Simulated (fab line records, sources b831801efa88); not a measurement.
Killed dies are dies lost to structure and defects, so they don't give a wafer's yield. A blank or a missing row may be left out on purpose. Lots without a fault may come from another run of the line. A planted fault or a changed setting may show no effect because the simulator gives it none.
fab line records | flow sky130
record lots=11 wafers=33 last_day=50
route steps=708 shown LI_CONTACT@365 LOCAL_INTERCONNECT@387 CONTACT@410 PAD_OPEN@708
lots that met no fault: from a run of the same line without faults
start_h: hours from the record's first day to the start of the lot's first wafer shown | wait_h: hours since the lot's step before | " the same as in the row above | L1.1+2: a row that stands for several wafers | - no value, or no start given | * or withheld: withheld | < > ~ a bound
route shown NAME@n: a module of which the file shows steps, and the number in the route of the first | usual: mean/standard deviation of fault-free wafers | same: alike in all rows | chamber/n: place in a boat | sites: the reading at each site | _std_site: their standard deviation | _edge_site: outer sites' mean less inner sites' | radius_mm: how far each site lies from the wafer's centre | mask NAME#n: copy n | behind: the tool/chamber that last shaped the wafer | hold: why the lot was held/for how many hours/how that ended | device: the transistor (n, p or np) that didn't switch | end of line: the same wafers' tests at the end of the route | a step without rows: its recipe alone | killed: dies lost to structure and defects at the first sort, not the wafer's yield | map: a wafer's dies, x killed, . not, _ none there
set.NAME: the setting as run; set.NAME@STEP: as run at that earlier step | model.NAME: the simulator's own value behind a step, which no gauge read
steps of the route over a sample of lots; a table a step, a row a wafer
services: from which hour (start_h, from the record's first day; less than 0 if before it) a tool's chamber was out of use, for how many hours, and why
## steps
# step SKY_LI_CONTACT_BOW_MEAS_03
# recipe mode=bow
# usual LI_CONTACT_BOW=54/7
# columns lot.wafer tool chamber start_h wait_h LI_CONTACT_BOW[um]
L502.3 film_metro-02 - 637.68 0.1 46
L502.4 " - " " 59
L502.6 " - " " 47
L504.1 film_metro-01 - 683.07 0.2 55
L504.2 " - " " 61
L504.6 " - " " 49
L506.2 film_metro-02 - 684.55 0.3 60
L506.4 " - " " 68
L506.5 " - " " 60
L514.2 film_metro-01 - 740.24 0.2 48
L514.3 " - " " 38
L514.5 " - " " 42
L516.2 film_metro-04 - 761.57 0.3 40
L516.4 " - " " 59
L516.5 " - " " 51
L517.2 film_metro-01 - 770.61 0.2 58
L517.3 " - " " 54
L517.6 " - " " 45
L518.2 film_metro-04 - 778.42 0.2 71
L518.3 " - " " 60
L518.5 " - " " 61
L519.2 film_metro-01 - 785.66 0.1 52
L519.3 " - " " 54
L519.5 " - " " 54
L520.3 film_metro-04 - 787.44 0.2 58
L520.5 " - " " 55
L520.6 " - " " 67
L521.1 film_metro-01 - 806.21 0.2 59
L521.3 " - " " 56
L521.6 " - " " 55
L524.3 film_metro-02 - 853.79 0.1 53
L524.5 " - " " 54
L524.6 " - " " 48
# step SKY_LI_CONTACT_ETCH_14
# recipe chemistry=N2/H2 target=BARC ion_energy_ev=200 source_w=500 bias_w=100 pressure_mtorr=30 n2_flow_sccm=100 h2_flow_sccm=200 stop_on=SiO2 time_s=45.9 target_depth_a=600
# usual drypump_motor_current_A=5.8/0.44 oes_product_au=0.855/0.0046 throttle_valve_pct=13.225/0.0093
# columns lot.wafer tool chamber start_h wait_h drypump_motor_current_A oes_product_au rf_hours_counter_h throttle_valve_pct
L502.3 rie_diel-01 3 666.55 0.0 6.2 0.863 13 13.221
L502.4 " 0 " " 5.9 0.851 48 13.237
L502.6 " 2 " " 5.6 0.853 - 13.227
L504.1 rie_diel-01 3 710.74 0.0 6.2 0.856 14 13.233
L504.2 " 0 " " 5.9 0.863 49 13.235
L504.6 " 0 " " 5.9 0.856 - 13.221
L506.2 rie_diel-03 2 711.56 0.0 5.5 0.855 12 13.210
L506.4 " 1 " " 5.1 0.863 4 13.232
L506.5 " 2 " " 5.5 0.854 - 13.226
L514.2 rie_diel-03 3 767.25 0.0 5.7 0.854 14 13.220
L514.3 " 2 " " 5.6 0.856 14 13.216
L514.5 " 0 " " 6.0 0.852 - 13.230
L516.2 rie_diel-04 1 788.59 0.0 6.4 0.856 6 13.229
L516.4 " 3 " " 5.3 0.860 7 13.230
L516.5 " 1 " " 6.4 0.848 - 13.237
L517.2 rie_diel-01 3 796.26 0.0 6.2 0.855 17 13.240
L517.3 " 1 " " 5.6 0.850 1 13.237
L517.6 " 3 " " 6.3 0.857 - 13.219
L518.2 rie_diel-03 2 804.66 0.0 5.5 0.849 15 13.220
L518.3 " 1 " " 5.1 0.857 6 13.231
L518.5 " 0 " " 6.0 0.855 - 13.242
L519.2 rie_diel-04 1 811.89 0.0 6.4 0.858 7 13.241
L519.3 " 0 " " 6.6 0.849 11 13.224
L519.5 " 1 " " 6.4 0.858 - 13.214
L520.3 rie_diel-01 1 813.99 0.0 5.6 0.851 2 13.229
L520.5 " 1 " " 5.6 0.851 - 13.214
L520.6 " 0 " " 5.9 0.861 - 13.220
L521.1 rie_diel-03 2 832.46 0.0 5.6 0.856 16 13.228
L521.3 " 0 " " 6.1 0.857 7 13.231
L521.6 " 3 " " 5.7 0.858 - 13.233
L524.3 rie_diel-01 3 880.11 0.0 6.2 0.847 19 13.241
L524.5 " 3 " " 6.2 0.853 - 13.207
L524.6 " 2 " " 5.6 0.853 - 13.237
# step SKY_LOCAL_INTERCONNECT_SPUTTER_00
# recipe material=TiN target_thk_nm=100 temp_c=300 power_w=6500 time_s=83.3 chamber_pressure_pa=0.4
# usual cathode_dc_power_W=6500.0/1.2 chamber_pressure_pa=0.4000/0.0008 throttle_valve_pct=30.6/0.74
# columns lot.wafer tool chamber start_h wait_h cathode_dc_power_W chamber_pressure_pa throttle_valve_pct
L502.3 pvd_sputter-04 - 667.71 0.1 6501.8 0.4000 31.6
L502.4 " - " " 6499.0 0.3994 29.6
L502.6 " - " " 6497.9 0.4009 29.5
L504.1 pvd_sputter-04 - 711.91 0.1 - - -
L504.2 " - " " - - -
L504.6 " - " " - - -
L506.2 pvd_sputter-04 - 712.72 0.2 - - -
L506.4 " - " " - - -
L506.5 " - " " - - -
L514.2 pvd_sputter-04 - 768.43 0.1 6501.3 0.4010 31.0
L514.3 " - " " 6498.6 0.4014 29.6
L514.5 " - " " 6499.1 0.4000 29.5
L516.2 pvd_sputter-01 - 789.77 0.2 6499.1 0.3995 30.6
L516.4 " - " " 6500.9 0.4004 30.9
L516.5 " - " " 6502.1 0.4006 30.9
L517.2 pvd_sputter-04 - 797.71 0.2 6500.8 0.3996 29.9
L517.3 " - " " 6500.9 0.4009 31.7
L517.6 " - " " 6500.2 0.4000 30.6
L518.2 pvd_sputter-04 - 805.84 0.1 6499.9 0.4001 29.9
L518.3 " - " " 6499.3 0.4006 30.9
L518.5 " - " " 6500.4 0.4002 31.8
L519.2 pvd_sputter-01 - 813.06 0.2 6502.1 0.3995 30.7
L519.3 " - " " 6498.9 0.3996 31.2
L519.5 " - " " 6502.8 0.3999 30.6
L520.3 pvd_sputter-04 - 815.16 0.1 6500.7 0.4002 29.7
L520.5 " - " " 6500.1 0.4013 29.5
L520.6 " - " " 6501.7 0.3976 31.7
L521.1 pvd_sputter-04 - 833.64 0.1 6501.9 0.3991 31.7
L521.3 " - " " 6501.1 0.3997 29.7
L521.6 " - " " 6499.3 0.4007 29.8
L524.3 pvd_sputter-01 - 881.40 0.1 6501.0 0.3986 31.2
L524.5 " - " " 6501.0 0.4001 30.7
L524.6 " - " " 6500.7 0.3980 31.1
# step SKY_LOCAL_INTERCONNECT_RS_MEAS_01
# recipe thk_meas_gauge=four-point-probe reads=TiN_of_LOCAL_INTERCONNECT_SPUTTER_00
# usual LOCAL_INTERCONNECT_TIN_RS=14.14/0.17
# columns lot.wafer tool chamber start_h wait_h LOCAL_INTERCONNECT_TIN_RS[ohm/sq]
L502.3 film_metro-01 - 667.82 0.1 14.52
L502.4 " - " " 14.34
L502.6 " - " " 14.33
L504.1 film_metro-03 - 711.97 0.0 -
L504.2 " - " " -
L504.6 " - " " -
L506.2 film_metro-03 - 712.81 0.1 -
L506.4 " - " " -
L506.5 " - " " -
L514.2 film_metro-03 - 768.51 0.1 14.10
L514.3 " - " " 14.03
L514.5 " - " " 14.09
L516.2 film_metro-04 - 789.86 0.1 14.17
L516.4 " - " " 14.06
L516.5 " - " " 14.17
L517.2 film_metro-03 - 797.79 0.1 14.10
L517.3 " - " " 14.08
L517.6 " - " " 13.96
L518.2 film_metro-03 - 805.92 0.1 14.25
L518.3 " - " " 14.22
L518.5 " - " " 14.44
L519.2 film_metro-01 - 813.14 0.1 14.35
L519.3 " - " " 14.26
L519.5 " - " " 14.26
L520.3 film_metro-01 - 815.26 0.1 14.04
L520.5 " - " " 13.94
L520.6 " - " " 14.13
L521.1 film_metro-01 - 833.70 0.0 14.03
L521.3 " - " " 14.00
L521.6 " - " " 14.14
L524.3 film_metro-03 - 881.50 0.1 14.29
L524.5 " - " " 14.23
L524.6 " - " " 14.31
# step SKY_LOCAL_INTERCONNECT_THK_MEAS_02
# recipe thk_meas_gauge=xrf reads=TiN_of_LOCAL_INTERCONNECT_SPUTTER_00
# usual LOCAL_INTERCONNECT_TIN_THK=99.5/1.3
# columns lot.wafer tool chamber start_h wait_h LOCAL_INTERCONNECT_TIN_THK[nm]
L502.3 film_metro-01 - 667.92 0.1 97.1
L502.4 " - " " 97.9
L502.6 " - " " 98.5
L504.1 film_metro-03 - 712.09 0.1 <0.0
L504.2 " - " " <0.0
L504.6 " - " " <0.0
L506.2 film_metro-03 - 712.92 0.1 <0.0
L506.4 " - " " <0.0
L506.5 " - " " <0.0
L514.2 film_metro-03 - 768.62 0.1 98.8
L514.3 " - " " 99.5
L514.5 " - " " 98.9
L516.2 film_metro-04 - 789.97 0.1 100.2
L516.4 " - " " 100.5
L516.5 " - " " 99.9
L517.2 film_metro-03 - 797.90 0.1 99.6
L517.3 " - " " 99.8
L517.6 " - " " 100.1
L518.2 film_metro-03 - 806.03 0.1 98.6
L518.3 " - " " 98.5
L518.5 " - " " 97.1
L519.2 film_metro-01 - 813.25 0.1 98.5
L519.3 " - " " 99.4
L519.5 " - " " 99.2
L520.3 film_metro-01 - 815.36 0.1 100.2
L520.5 " - " " 100.8
L520.6 " - " " 100.3
L521.1 film_metro-01 - 833.82 0.1 100.1
L521.3 " - " " 99.5
L521.6 " - " " 99.5
L524.3 film_metro-03 - 881.60 0.1 98.1
L524.5 " - " " 98.5
L524.6 " - " " 97.9
# step SKY_CONTACT_CMP_04
# recipe material=SiO2 down_force_psi=4 platen_rpm=60 pad_velocity_m_s=0.94248
# usual motor_current_A=12.2/1.1 time_to_endpoint_s=81/3.7
# columns lot.wafer tool chamber start_h wait_h motor_current_A time_to_endpoint_s
L502.4 cmp-01 3 697.11 0.0 11.3 81
L502.3 " 1 " " 13.6 80
L502.6 " 3 " " 11.4 80
L514.2 cmp-01 0 795.70 0.0 11.5 75
L514.3 " 1 " " 14.1 80
L514.5 " 1 " " 13.8 76
L516.4 cmp-01 0 817.76 0.1 11.3 73
L516.2 " 1 " " 13.9 80
L516.5 " 2 " " 12.7 79
L517.2 cmp-02 3 825.03 0.0 13.6 82
L517.3 " 1 " " 10.9 84
L517.6 " 3 " " 14.4 83
L518.3 cmp-02 0 833.05 0.0 12.1 87
L518.2 " 3 " " 13.1 83
L518.5 " 0 " " 12.3 84
L519.3 cmp-01 1 841.79 0.1 14.5 80
L519.2 " 2 " " 13.6 83
L519.5 " 0 " " 11.9 77
L520.3 cmp-01 1 843.28 0.1 14.3 80
L520.5 " 0 " " 11.4 81
L520.6 " 1 " " 13.9 84
L521.1 cmp-01 3 861.50 0.1 11.3 77
L521.3 " 1 " " 14.1 77
L521.6 " 3 " " 11.4 77
L524.3 cmp-02 1 908.24 0.1 10.8 84
L524.5 " 0 " " 12.6 86
L524.6 " 1 " " 10.6 90
# step SKY_PAD_OPEN_PROBE_99
# usual killed_at_M0_to_M3=45/7.9 killed_at_M4_up=2.9/1.8 killed_at_contacts=25/5.5 killed_at_front_end=16/4.4 killed_at_other=0.3/0.58 killed_dies=89/9.4 killed_on_rim=18/3.9 killed_open=49/6.8 killed_short=40/6.3
# same gross_dies=492 killed_at_back_side=0
# columns lot.wafer tool chamber start_h wait_h killed_at_M0_to_M3 killed_at_M4_up killed_at_contacts killed_at_front_end killed_at_other killed_dies killed_on_rim killed_open killed_short
L504.1 prober-01 - 1097.59 0.1 8 0 482 2 0 492 96 8 6
L504.2 prober-01 - 1097.64 0.1 10 0 477 4 1 492 96 5 12
L504.6 prober-01 - 1097.84 0.2 6 1 481 4 0 492 96 11 5
L506.2 prober-02 - 1100.01 0.1 8 0 478 6 0 492 96 11 6
L506.4 prober-02 - 1100.11 0.2 12 2 472 5 1 492 96 10 10
L506.5 prober-02 - 1100.16 0.2 10 4 475 2 1 492 96 9 10
# killed by level:class
L504.1 LOCAL_INTERCONNECT:lost_pattern=477 VIA1:geometric_particle:open=4 CONTACT:geometric_particle:short=2 VIA1:geometric_particle:short=2 NWELL:geometric_particle:open=1 POLY_CUT:geometric_particle:open=1 LI_CONTACT:geometric_particle:short=1 CONTACT:geometric_particle:open=1
L504.2 LOCAL_INTERCONNECT:lost_pattern=472 LOCAL_INTERCONNECT:geometric_particle:short=3 METAL1:geometric_particle:short=3 FIELD_ISO:geometric_particle:short=2 POLY_GATE:geometric_particle:open=1 POLY_GATE:geometric_particle:short=1 LI_CONTACT:geometric_particle:open=1 VIA2:geometric_particle:open=1
L504.6 LOCAL_INTERCONNECT:lost_pattern=475 CONTACT:geometric_particle:open=5 POLY_GATE:geometric_particle:open=2 VIA3:geometric_particle:short=2 METAL2:geometric_particle:short=2 FIELD_ISO:geometric_particle:open=1 SPACER:geometric_particle:open=1 LOCAL_INTERCONNECT:geometric_particle:open=1
L506.2 LOCAL_INTERCONNECT:lost_pattern=474 VIA2:geometric_particle:open=4 FIELD_ISO:geometric_particle:open=3 CONTACT:geometric_particle:open=2 FIELD_ISO:geometric_particle:short=1 POLY_GATE:geometric_particle:open=1 METAL1:geometric_particle:short=1 SPACER:geometric_particle:open=1
L506.4 LOCAL_INTERCONNECT:lost_pattern=470 VIA1:geometric_particle:short=3 FIELD_ISO:geometric_particle:open=2 VIA2:geometric_particle:open=2 METAL3:geometric_particle:short=2 FIELD_ISO:geometric_particle:short=1 METAL4:geometric_particle:open=1 POLY_GATE:geometric_particle:open=1
L506.5 LOCAL_INTERCONNECT:lost_pattern=469 METAL1:geometric_particle:short=3 VIA3:geometric_particle:open=2 FIELD_ISO:geometric_particle:open=2 LI_CONTACT:geometric_particle:open=2 CONTACT:geometric_particle:open=2 VIA3:geometric_particle:short=2 METAL4:geometric_particle:short=2
## services
# columns tool chamber start_h hours kind
rie_diel-01 2 644.76 5.4 repair
rie_diel-01 1 650.41 3.1 repair
cmp-01 - 653.05 0.8 repair
pvd_sputter-04 - 654.26 6.1 repair
cmp-02 - 663.02 1.0 repair
rie_diel-03 3 673.15 1.6 repair
pvd_sputter-04 - 676.15 3.4 repair
cmp-01 - 684.13 0.7 repair
rie_diel-03 - 699.83 0.7 repair
pvd_sputter-01 - 706.28 6.6 repair
rie_diel-03 0 708.87 1.2 repair
pvd_sputter-04 - 728.37 2.9 repair
pvd_sputter-04 - 729.19 5.5 repair
cmp-01 - 737.94 1.7 repair
rie_diel-03 2 794.78 4.6 repair
cmp-01 - 796.01 6.2 pm
cmp-01 - 809.56 2.5 repair
cmp-01 - 812.01 4.8 pm
cmp-01 - 836.27 0.3 repair
rie_diel-01 0 841.66 4.7 repair
cmp-01 - 848.59 3.6 repair
rie_diel-03 - 867.73 1.2 repair
pvd_sputter-04 - 886.60 6.0 repair
cmp-01 - 896.91 1.7 repair
## key
first_sign step=SKY_LOCAL_INTERCONNECT_SPUTTER_00 reading=tool_record direction=missing
effect step=SKY_LOCAL_INTERCONNECT_RS_MEAS_01 reading=LOCAL_INTERCONNECT_TIN_RS direction=missing
effect step=SKY_LOCAL_INTERCONNECT_THK_MEAS_02 reading=LOCAL_INTERCONNECT_TIN_THK direction=down sigmas=76 usual=99.5 struck=<0.0
effect step=SKY_PAD_OPEN_PROBE_99 reading=killed_at_contacts direction=up sigmas=83 usual=25 struck=478
met_at SKY_LOCAL_INTERCONNECT_SPUTTER_00
struck_lots L504,L506
later_rows_left_out L504.1,L504.2,L504.6,L506.2,L506.4,L506.5
tester_left_out L504,L506
not_acting_at SKY_LI_CONTACT_BOW_MEAS_03,SKY_LI_CONTACT_ETCH_14,SKY_CONTACT_CMP_04
onset_between 667.71 711.91
fault kind=skipped_step_whole tool=pvd_sputter-04 chamber=- onset_h=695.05 steps=SKY_LOCAL_INTERCONNECT_SPUTTER_00 scope=struck_lots_only
# tester_left_out: of these lots the tester's yield and bins aren't shown, on N5 and GAA mostly nor the transistor test; their killed dies are dies lost to structure and defects alone, not to doping, threshold or leakage, so they don't give the yield
# later_rows_left_out: the simulator's readings of these wafers behind a module that went badly wrong aren't trusted and aren't shown, but for the sort
